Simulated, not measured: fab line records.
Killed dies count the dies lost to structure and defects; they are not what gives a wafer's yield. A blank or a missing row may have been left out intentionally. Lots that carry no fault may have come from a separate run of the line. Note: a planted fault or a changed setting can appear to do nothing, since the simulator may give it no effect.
Matching of chambers | flow sky130 | 4 sister chambers for SKY_VIA1_CMP_02 on cmp-01
The step polishes SiO2. 20 wafers are shown with their chamber, then 10 later ones without.

WAFERS, EACH WITH ITS CHAMBER
wafer  | chamber | motor-current-A (A) | slurry-filter-dp-kPa (kPa)
L726.1 | 0       | 13.5                | 13.41
L726.4 | 2       | 12.1                | 13.40
L726.6 | 1       | 14.5                | 13.53
L729.2 | 1       | 14.3                | 13.23
L729.3 | 3       | 12.7                | 13.55
L729.5 | 3       | 12.5                | 13.57
L732.1 | 3       | 12.6                | 13.41
L732.4 | 1       | 14.0                | 13.87
L732.5 | 1       | 13.7                | 13.46
L730.2 | 2       | 12.4                | 13.48
L730.5 | 3       | 12.6                | 13.60
L730.6 | 0       | 12.7                | 13.64
L737.1 | 0       | 13.3                | 13.39
L737.4 | 2       | 12.2                | 13.54
L737.5 | 3       | 11.8                | 13.24
L742.2 | 3       | 12.4                | 13.55
L742.4 | 1       | 14.3                | 13.70
L742.6 | 0       | 13.9                | 13.61
L743.1 | 3       | 12.6                | 13.68
L743.3 | 2       | 12.3                | 13.28

SIGNATURES (averages over the wafers above)
reading              | chamber 0 | chamber 1 | chamber 2 | chamber 3 | scatter within a chamber
motor-current-A      | 13.350    | 14.160    | 12.250    | 12.457    | 0.331
slurry-filter-dp-kPa | 13.5125   | 13.5580   | 13.4250   | 13.5143   | 0.168
Rule: for each reading, subtract the chamber's mean from the wafer's reading, divide by that reading's scatter and square the result; add these up over the readings and take the root, which gives the wafer's distance from the chamber. The wafer belongs to the nearest chamber; if the next one is less than 2 further off, it can't be placed. How the scatter is found: for the shown wafers, subtract from each reading the mean of its chamber, square and add these, divide the total by (wafers less chambers), then take the root.

WAFERS WHOSE CHAMBER IS MISSING
wafer  | motor-current-A (A) | slurry-filter-dp-kPa (kPa)
L743.5 | 13.7                | 13.54
L746.1 | 14.1                | 13.45
L746.4 | 12.7                | 13.64
L746.5 | 14.3                | 13.49
L747.1 | 13.8                | 13.47
L747.2 | 12.5                | 13.69
L747.4 | 11.8                | 13.66
L749.2 | 11.9                | 13.36
L749.4 | 14.1                | 13.75
L749.5 | 12.9                | 13.58

CHAMBER TAKEN BY EACH
wafer  | from the rows above          | in truth
L743.5 | can't be placed: 0 or 1      | 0
L746.1 | can't be placed: 1 or 0      | 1
L746.4 | can't be placed: 3 or 2 or 0 | 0
L746.5 | 1                            | 1
L747.1 | can't be placed: 1 or 0      | 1
L747.2 | can't be placed: 3 or 2 or 0 | 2
L747.4 | can't be placed: 2 or 3      | 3
L749.2 | can't be placed: 2 or 3      | 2
L749.4 | can't be placed: 1 or 0      | 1
L749.5 | can't be placed: 3 or 0 or 2 | 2
Placed correctly: 1 of 10. Unplaceable from these rows: 9, with the true chamber sitting among the candidates in 9. Wrongly placed: 0.
